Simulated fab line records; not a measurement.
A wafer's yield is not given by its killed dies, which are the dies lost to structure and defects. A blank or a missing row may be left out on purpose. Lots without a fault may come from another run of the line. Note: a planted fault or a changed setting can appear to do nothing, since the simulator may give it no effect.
Which tool did it? | flow sky130 | Sampling: 12 lots, 36 wafers, 2 of 708 route steps

## WHAT THE GAUGES SHOWED, per wafer
SKY_PWDE_OVL_MEAS_07.
lot  | measured    | on         | PWDE_OVL (nm)
L425 | day 4 05:37 | overlay-01 | -0.6 -1.0 1.6
L427 | day 4 18:21 | overlay-01 | 0.5 1.2 -2.1
L428 | day 5 01:19 | overlay-02 | 0.5 -1.1 0.1
L429 | day 5 04:58 | overlay-01 | 1.2 -1.1 0.3
L430 | day 5 11:19 | overlay-02 | 0.7 -1.1 -0.2
L431 | day 5 16:28 | overlay-02 | -0.2 1.9 1.1
L432 | day 5 23:28 | overlay-02 | -0.5 -1.5 -1.1
L434 | day 6 09:14 | overlay-02 | -1.4 0.8 1.1
L442 | day 8 09:34 | overlay-02 | 0.8 -0.5 -1.7
L444 | day 8 21:49 | overlay-02 | -0.3 1.6 -1.2
L445 | day 9 01:34 | overlay-02 | -0.8 -3.1 -1.2
L446 | day 9 07:22 | overlay-02 | 0.0 -1.6 0.3

## EACH LOT AND THE TOOL THAT RAN IT (in order: tool; ch and the chambers of the sampled wafers; start)
lot  | SKY_FIELD_ISO_SOFTBAKE_09
L425 | lithoTrack-03 ch 0, day 2 07:00
L427 | lithoTrack-02 ch 0, day 2 18:00
L428 | lithoTrack-01 ch 0, day 2 23:00
L429 | lithoTrack-02 ch 0, day 3 04:00
L430 | lithoTrack-03 ch 0, day 3 08:00
L431 | lithoTrack-01 ch 0, day 3 15:00
L432 | lithoTrack-03 ch 0, day 3 18:00
L434 | lithoTrack-02 ch 0, day 4 05:00
L442 | lithoTrack-02 ch 0, day 5 21:00
L444 | lithoTrack-02 ch 0, day 6 12:00
L445 | lithoTrack-03 ch 0, day 6 16:00
L446 | lithoTrack-03 ch 0, day 6 21:00
- SKY_FIELD_ISO_SOFTBAKE_09: time 90 s.

## AS READ BY THE TOOLS THEMSELVES (means over the sampled wafers that have a number; for cases with no such wafer, the mark the record gives instead)
SKY_FIELD_ISO_SOFTBAKE_09.
lot  | tool          | chillPlateTempC (C) | heaterPowerTotalW (W) | plateTempC (C)
L425 | lithoTrack-03 | 22.88               | 57.31                 | 100.01
L427 | lithoTrack-02 | 22.87               | 57.37                 | 100.08
L428 | lithoTrack-01 | 23.08               | 57.40                 | 100.09
L429 | lithoTrack-02 | 22.85               | 57.34                 | 100.02
L430 | lithoTrack-03 | 23.01               | 57.43                 | 99.89
L431 | lithoTrack-01 | 22.96               | 57.39                 | 99.85
L432 | lithoTrack-03 | 22.98               | 57.44                 | 100.01
L434 | lithoTrack-02 | 23.04               | 57.27                 | 99.97
L442 | lithoTrack-02 | 23.03               | 55.96                 | 98.08
L444 | lithoTrack-02 | 22.93               | 55.92                 | 98.22
L445 | lithoTrack-03 | 22.91               | 57.29                 | 100.16
L446 | lithoTrack-03 | 22.91               | 57.39                 | 99.87

## THE ANSWER, worked out from the rows above alone
Rule: what is usual is taken from the lots themselves. The widest of any qualifying gaps counts: lots, ordered by their means at a reading, are off when they make up no more than a third of the lots, leave a main group of 4 or more, and stand apart from it by 3 or more times the standard deviation of that group's means. Not used: any main group whose means are identical at the precision the tables above print for the reading. A lot without any number at a reading at which 4 lots or more have one is off too. Any other lot the step has rows for is counted as sound. The gauges are gone through in route order, then the tools' own readings, and for those a lot's mean is taken as printed above. At the first step where some lot is off, the reading lying furthest off is the one used; lots without a number count as furthest.
Off: L442, L444 (SKY_FIELD_ISO_SOFTBAKE_09, heaterPowerTotalW). Mean 57.36 W and standard deviation 0.055 in the main group.
If a tool, at that step or one of the process steps before it, ran each lot that is off and ran no sound lot following the first of them, it fits. One fits: SKY_FIELD_ISO_SOFTBAKE_09 on lithoTrack-02. Its last sound lot is L434 (day 4 05:00), its first lot that is off L442 (day 5 21:00): a fault that began between those two fits.
The tool's own readings at SKY_FIELD_ISO_SOFTBAKE_09 bear it out: on the lots that are off they differ by more than 5 times the standard deviation of the sound lots' means. heaterPowerTotalW reads 55.94 W there against 57.36 W on the sound lots; plateTempC reads 98.15 C there against 100.00 C on the sound lots.

## WHAT THE SIMULATOR HAD PUT IN
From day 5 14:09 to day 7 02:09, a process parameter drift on lithoTrack-02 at SKY_FIELD_ISO_SOFTBAKE_09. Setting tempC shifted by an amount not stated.
Shown lots that were struck: L442, L444. Same finding as the rule above.
